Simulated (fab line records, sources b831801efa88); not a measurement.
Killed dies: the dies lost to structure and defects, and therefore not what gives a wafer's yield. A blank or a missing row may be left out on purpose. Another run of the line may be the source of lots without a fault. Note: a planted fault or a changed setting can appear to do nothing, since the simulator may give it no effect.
Struck lot and sound lot, side by side / flow sky130 / 20 steps out of a route of 708
Sound: the wafers L611.2, L611.5, L611.6. The struck wafers were L626.1, L626.4, L626.6. The cause is given at the end.
At each step with rows: each side's tool, then ch and its chambers, then its first start. Under that, the readings that differ: sound wafers / struck wafers / difference of the means / sigmas: that difference in standard deviations of wafers without a fault.
alike: a reading whose means differ by less than 2 such deviations, as well as words and numbers matching on both sides. not compared: withheld readings; readings where some wafer has no value; bounds like >300 that might hide an equal value; numbers whose values overlap and for which the record gives no deviation.
A row with sigmas, a row that says differs or no value, or rows on one side alone: a step with any of these is where the two part. When numbers do not overlap yet have no deviation, they are printed without sigmas and do not part them. A reading missing from all wafers of one side parts the sides only when that side holds two or more wafers.

SKY_RES_PROTECT_STRIP_07: strips in O2/N2.
  sound on plasmaAsher-04 ch 0,1, day 15 04:04; struck on plasmaAsher-03 ch 0,1, day 20 15:28
reading=stripTimeToEndpointS (s); sound=23.15 23.12 23.12; struck=23.23 23.21 23.20; difference=+0.08; sigmas=+2
  alike: drypumpMotorCurrentA, o2FlowSccm, oesProductAu
  not compared: rfHoursCounterH
SKY_RES_PROTECT_TW_MEAS_08:
  struck on filmMetro-01, day 20 15:34; sound on filmMetro-04, day 15 04:10
  alike: POLY_GATE_TW
then, 2 steps without rows for these wafers: SKY_RES_PROTECT_CLEAN_09 (cleans in SC1/SC2, time 150 s); SKY_POLY_GATE_CVD_03 (deposits Si3N4 from DCS/NH3, target thk 75 nm, time 1290 s).
SKY_POLY_GATE_THK_MEAS_04:
  struck on filmMetro-03, day 20 17:02; sound on filmMetro-03, day 15 05:44
  alike: POLY_GATE_CVD_03_THK
then, 7 steps without rows for these wafers: SKY_POLY_GATE_DEHYDRATE_05 (time 60 s); SKY_POLY_GATE_HMDS_06 (prime time 60 s); SKY_POLY_GATE_COAT_07 (resist thk 110 nm); SKY_POLY_GATE_COAT_08 (resist thk 450 nm); SKY_POLY_GATE_SOFTBAKE_09 (time 90 s); SKY_POLY_GATE_EXPOSE_10 (exposes mask P1M, target cd 150 nm); SKY_POLY_GATE_PEB_11.
SKY_POLY_GATE_DEVELOP_12: develop time 60 s.
  sound on lithoTrack-02 ch 0, day 16 10:00; struck on lithoTrack-02 ch 0, day 21 23:00
SKY_POLY_GATE_CD_MEAS_13 targets a cd of 150 nm.
  struck on cdSem-01, day 21 23:34; sound on cdSem-01, day 16 10:29
reading=cdNm (nm); sound=151.9 151.8 152.4; struck=143.6 143.9 144.3; difference=-8.1; sigmas=-5
SKY_POLY_GATE_OVL_MEAS_14:
  struck on overlay-02, day 21 23:41; sound on overlay-01, day 16 10:36
  alike: POLY_GATE_OVL
SKY_POLY_GATE_ETCH_15: etches BARC in N2/H2, stops on SiO2, time 118.5 s, target depth 110 nm.
  sound on rieDiel-02 ch 0,1,2, day 16 10:38; struck on rieDiel-03 ch 2,3, day 21 23:44
reading=model.POLY_GATE.cdNm (nm); sound=151.2 151.7 151.4; struck=144.7 142.5 144.3; difference=-7.6; sigmas=
  alike: drypumpMotorCurrentA, oesProductAu, throttleValvePct
  not compared: rfHoursCounterH
SKY_POLY_GATE_ETCH_16: etches Si3N4 in CH3F/O2, stops on poly-Si, time 147.5 s, target depth 75 nm.
  sound on rieDiel-02 ch 0,1,2, day 16 10:43; struck on rieDiel-03 ch 2,3, day 21 23:51
reading=throttleValvePct (%); sound=10.515 10.521 10.523; struck=10.537 10.530 10.553; difference=+0.020; sigmas=+2
  alike: drypumpMotorCurrentA, oesProductAu
  not compared: rfHoursCounterH
SKY_POLY_GATE_ETCH_17: etches poly-Si in HBr/Cl2, stops on SiO2, target depth 180 nm, time 70.5 s.
  sound on rieSi-01 ch 1,2,3, day 16 10:49; struck on rieSi-02 ch 0,1,3, day 22 00:00
reading=model.POLY_GATE.cdNm (nm); sound=150.9 151 152.1; struck=143.8 142.4 144.7; difference=-7.7; sigmas=
  alike: drypumpMotorCurrentA, oesProductAu, throttleValvePct
  not compared: rfHoursCounterH
SKY_POLY_GATE_STRIP_18: strips in O2/N2.
  sound on plasmaAsher-03 ch 0,1, day 16 10:52; struck on plasmaAsher-01 ch 0,1, day 22 00:04
  alike: drypumpMotorCurrentA, o2FlowSccm, oesProductAu, stripTimeToEndpointS
  not compared: rfHoursCounterH
-- here the record skips 28 days between the struck wafers' starts before and after, leaving off in module POLY_GATE and picking up in module PAD_OPEN (first step shown: number 708 of the route) --
SKY_PAD_OPEN_PROBE_99:
  struck on prober-02, day 49 14:11; sound on prober-01, day 45 17:02
reading=model.etest.resPoly.lineOhmUm; sound=508.8 516.7 513.9; struck=554.5 565.6 539.1; difference=+39.9; sigmas=
reading=model.etest.nfet_01v8.rOnOhmUm; sound=835.7 819.3 851.8; struck=802.6 792.6 813.3; difference=-32.8; sigmas=
reading=model.etest.resXhighPo.widthNm (nm); sound=349.6 350.8 350.6; struck=343.6 341.4 345.3; difference=-6.9; sigmas=
  alike: killed_at_M0_to_M3, killed_at_M4_up, killedAtContacts, killedAtFrontEnd, killedAtOther, killedDies, killedOpen, killedShort
  not compared: model.etest.pfet_01v8.rOnOhmUm, model.etest.sonosUncharged.rOnOhmUm, model.etest.pfet_01v8.driveUaUm, model.etest.sramPfetLatch.driveUaUm, model.etest.pfet_01v8_hvt.driveUaUm

## WHERE THEY PART
Earliest at SKY_RES_PROTECT_STRIP_07; latest, in this record, at SKY_POLY_GATE_ETCH_16. Later steps at which nothing parts them and some readings are alike: SKY_POLY_GATE_ETCH_17, SKY_POLY_GATE_STRIP_18, SKY_PAD_OPEN_PROBE_99.

WHY: what the simulator had put in
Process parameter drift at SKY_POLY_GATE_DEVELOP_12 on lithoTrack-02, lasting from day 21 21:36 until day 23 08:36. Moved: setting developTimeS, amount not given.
